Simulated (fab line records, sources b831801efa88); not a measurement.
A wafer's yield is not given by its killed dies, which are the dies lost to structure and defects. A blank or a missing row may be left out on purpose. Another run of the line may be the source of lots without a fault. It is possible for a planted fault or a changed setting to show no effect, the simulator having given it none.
2 desks, one fault :: flow sky130 :: each desk holds nothing but its own numbers, with what lay behind them at the end

## FROM THE METROLOGY DESK
Means of the sampled wafers that have a number, per lot and without regard to the tool the lot ran on: this is what the gauges read. If a lot's mean is further than 4 standard deviations from the usual mean, the lot is out of limits and carries the mark OUT (the distance appears in the brackets).
Columns: A = VIA4_OVL at SKY_VIA4_OVL_MEAS_11, usual 0.1 nm; B = VIA4_W_RS at SKY_VIA4_RS_MEAS_19, usual 0.2263 ohm/sq; C = VIA4_W_THK at SKY_VIA4_THK_MEAS_20, usual 511 nm; D = METAL5_ALCU_RS at SKY_METAL5_RS_MEAS_05, usual 0.02703 ohm/sq; E = METAL5_ALCU_THK at SKY_METAL5_THK_MEAS_06, usual 1142 nm; F = PASSIVATION_CVD_00_THK at SKY_PASSIVATION_THK_MEAS_01, usual 89.8 nm; G = PASSIVATION_CVD_02_THK at SKY_PASSIVATION_THK_MEAS_03, usual 541 nm
lot: L100
first seen here: day 43 06:13
A: -0.6
B: 0.2252
C: 510
D: 0.02679
E: 1152
F: 89.1
G: 543

lot: L105
first seen here: day 44 21:07
A: -1.0
B: 0.2259
C: 516
D: 0.02687
E: 1144
F: 89.6
G: 538

lot: L109
first seen here: day 45 21:22
A: 0.0
B: 0.2249
C: 509
D: 0.02694
E: 1145
F: 90.4
G: 546

lot: L111
first seen here: day 46 09:16
A: -2.2
B: 0.2265
C: 510
D: 0.02724
E: 1132
F: 90.0
G: 544

lot: L118
first seen here: day 47 22:06
A: -0.3
B: 0.2251
C: 519
D: 0.02689
E: 1144
F: 90.3
G: 533

lot: L120
first seen here: day 48 05:22
A: 1.4
B: 0.2254
C: 510
D: 0.02663
E: 1152
F: 89.6
G: 540
This desk's verdict: no lot among the 6 shows anything out of limits.

## THE TOOL OWNER'S DESK: cvd w-01
The tool's own readings at SKY_VIA4_CVD_18 (deposits W, target thk 505 nm, time 152.14 s): means of the sampled wafers that have a number, for each lot that ran on this tool. If a lot's mean is further than 4 standard deviations from the usual mean, the lot is out of limits and carries the mark OUT (the distance appears in the brackets).
Columns: A = heater power w at SKY_VIA4_CVD_18, usual 826 W
lot: L100
first seen here: day 43 06:59
A: 783

lot: L111
first seen here: day 46 10:01
A: 796

lot: L118
first seen here: day 47 22:56
A: 802

lot: L120
first seen here: day 48 06:10
A: 773
This desk's verdict: no lot among the 4 shows anything out of limits.

## PUT TOGETHER
Nothing out of limits was seen by the metrology desk.
The desk of the tool owner found nothing out of limits.

## WHAT THE SIMULATOR HAD INSERTED
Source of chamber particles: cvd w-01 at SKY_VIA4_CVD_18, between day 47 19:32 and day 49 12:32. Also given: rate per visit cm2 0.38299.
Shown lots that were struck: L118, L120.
